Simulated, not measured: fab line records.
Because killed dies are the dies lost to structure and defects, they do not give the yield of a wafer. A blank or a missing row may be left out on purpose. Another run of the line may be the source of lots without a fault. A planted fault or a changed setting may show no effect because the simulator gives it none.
Chamber matching	flow sky130	SKY_LI_CONTACT_CMP_24 on cmp-01: 4 sister chambers
The step polishes, stops on PSG, t overpolish 20 s, target thk 0 nm. 14 wafers are shown with their chamber, then 7 later ones without.

WAFERS WITH THEIR CHAMBER
wafer	chamber	overpolish-run-s (s)	time-to-endpoint-s (s)	motor-current-A (A)
L548.1	0	20.021	93.3	11.0
L548.3	3	20.006	97.1	10.2
L548.4	1	20.001	95.3	10.7
L553.3	2	20.000	98.9	10.7
L553.4	1	19.995	95.1	10.9
L553.6	3	19.997	96.4	10.6
L554.1	3	20.001	100.8	11.0
L554.3	2	20.003	102.1	10.9
L554.6	3	19.999	96.3	10.7
L555.3	2	20.001	98.6	10.5
L555.4	3	19.999	96.6	10.5
L555.6	1	19.998	94.7	10.2
L557.1	0	20.023	97.3	10.0
L557.2	1	19.991	94.8	10.2

SIGNATURES, as means of the wafers listed above
reading	chamber 0	chamber 1	chamber 2	chamber 3	scatter within a chamber
overpolish-run-s	20.02200	19.99625	20.00133	20.00040	0.0033
time-to-endpoint-s	95.300	94.975	99.867	97.440	1.74
motor-current-A	10.500	10.500	10.700	10.600	0.361
Rule: for each reading, subtract the chamber's mean from the wafer's reading, divide by that reading's scatter and square the result; add these up over the readings and take the root, which gives the wafer's distance from the chamber. If the next closest chamber is less than 2 further off than the closest, the wafer can't be placed; otherwise it belongs to the closest. The scatter: take each reading less its chamber's mean, square it, sum over the shown wafers, divide by the number of wafers less the number of chambers, and take the root.

WAFERS MISSING THEIR CHAMBER
wafer	overpolish-run-s (s)	time-to-endpoint-s (s)	motor-current-A (A)
L557.4	20.006	105.3	10.9
L564.3	19.994	93.7	10.5
L564.5	20.014	96.4	11.1
L564.6	19.994	97.7	10.9
L570.1	19.999	98.3	10.8
L570.3	19.982	94.0	10.7
L570.4	19.999	93.9	10.4

WHICH CHAMBER EACH WENT THROUGH
wafer	from the rows above	in truth
L557.4	can't be placed: 2 or 3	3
L564.3	can't be placed: 1 or 3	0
L564.5	can't be placed: 0 or 3 or 2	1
L564.6	can't be placed: 1 or 3 or 2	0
L570.1	can't be placed: 3 or 2 or 1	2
L570.3	can't be placed: 1 or 3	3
L570.4	can't be placed: 1 or 3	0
Correct placement for 0 of the 7. From these rows, 7 cannot be placed; in 3 the true chamber is one of the candidates. Number placed wrongly: 0.
